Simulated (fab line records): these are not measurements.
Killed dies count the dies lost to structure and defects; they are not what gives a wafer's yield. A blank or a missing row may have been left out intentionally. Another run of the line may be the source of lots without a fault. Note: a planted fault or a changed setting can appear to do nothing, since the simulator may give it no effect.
8D (eight disciplines) problem report, filled in by code	flow gf180mcu	the parts of the form that need people (team, actions taken, sign-off) are left out

## 1. WHAT WENT WRONG
Across 6 wafers from 2 lots, LVPWELL_RS at GF_VT_IMPLANT_RS_MEAS_48 averages 1123.6 ohm/sq, while fault-free wafers read 1196.3 ohm/sq with a standard deviation of 2.4. That is -30 standard deviations from the usual mean.
The step: measures by four-point-probe.
First seen on wafer L614.1, day 13 21:10, on film_metro-03. Wafers with a number at this step in the record: 36, from 12 lots. The rule behind "out" and "out of limits": a value lying over 4 standard deviations away from the usual mean. The rest of the wafers with a number are treated as sound.

## 2. WHAT IT IS, AND WHAT IT ISN'T
question	is	is not
which readings at this step	LVPWELL_RS	-
which lots	L614, L616	L593, L595, L598, L599, L600, L603, L606, L607, L608, L613
which wafers of those lots	all that have a number	-
read on which gauges	film_metro-03	film_metro-01, film_metro-02
when	from day 13 21:10	up to then (30 sound wafers)

## 3. SUSPECTS, AND WHAT RULES EACH OUT
Counting: any tool at a process step up to the reading is kept as a suspect provided that every lot that is out went through it and no sound lot did after the first of them.
- the gauge at GF_VT_IMPLANT_RS_MEAS_48: ruled out. All the wafers that are out were read on film_metro-03, but those of them that GF_LVPWELL_IMPLANT_09 has rows for are out there too, on other tools.
- implanter-01 at GF_LVPWELL_IMPLANT_09: kept. It processed each lot that is out, first L614 at day 9 05:22, and no sound lot thereafter; up to then, the last sound lot it processed was L607 at day 7 01:28. On those wafers its own readings are out: dose_ions_cm2, faraday_current_uA.
The count leaves implanter-01 at GF_LVPWELL_IMPLANT_09.

## 4. THE CAUSE (what the simulator had put in)
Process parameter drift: implanter-01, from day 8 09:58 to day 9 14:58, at GF_LVPWELL_IMPLANT_09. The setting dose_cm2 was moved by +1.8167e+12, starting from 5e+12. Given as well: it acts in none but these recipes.
Counting left only this tool.

## 5. THE EFFECT CHAIN, in route order
Each row: a reading where the mean over the struck wafers with a number is more than 3 standard deviations away from the usual. Scope: only readings with a usual standard deviation given in the record; hours: median across lots of the time from each lot's start at the first step in this table that gives one to its start at this step; sigmas: change in usual standard deviations.
hours	step	reading	usual	on struck wafers	change	sigmas
0	GF_LVPWELL_IMPLANT_09	dose_ions_cm2	4.998e+12	6.813e+12	+1.815e+12	+99 or more
0	GF_LVPWELL_IMPLANT_09	faraday_current_uA	28.2	38.7	+10.5	+20
113	GF_VT_IMPLANT_RS_MEAS_48	LVPWELL_RS	1196.3 ohm/sq	1123.6	-72.7	-30
Here are the process steps it includes:
- GF_LVPWELL_IMPLANT_09
Later measuring or inspecting steps at which every struck wafer that the step has a row for has a number for every such reading, and none has moved that far: GF_NSD_TW_MEAS_12.

## 6. WHAT WOULD HAVE CAUGHT IT SOONER
The first out-of-limits reading at a measuring or inspecting step in this record came at day 13 21:10, 131 hours after the fault's start at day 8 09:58.
The tool's own readings at GF_LVPWELL_IMPLANT_09 were out on every struck wafer that the step has a row for (dose_ions_cm2, faraday_current_uA): an alarm limit on them would have fired on the first of those.
Lots out: 2; all had begun GF_LVPWELL_IMPLANT_09 on implanter-01 by day 13 21:10. Holding the tool at that point would not have protected any of them.
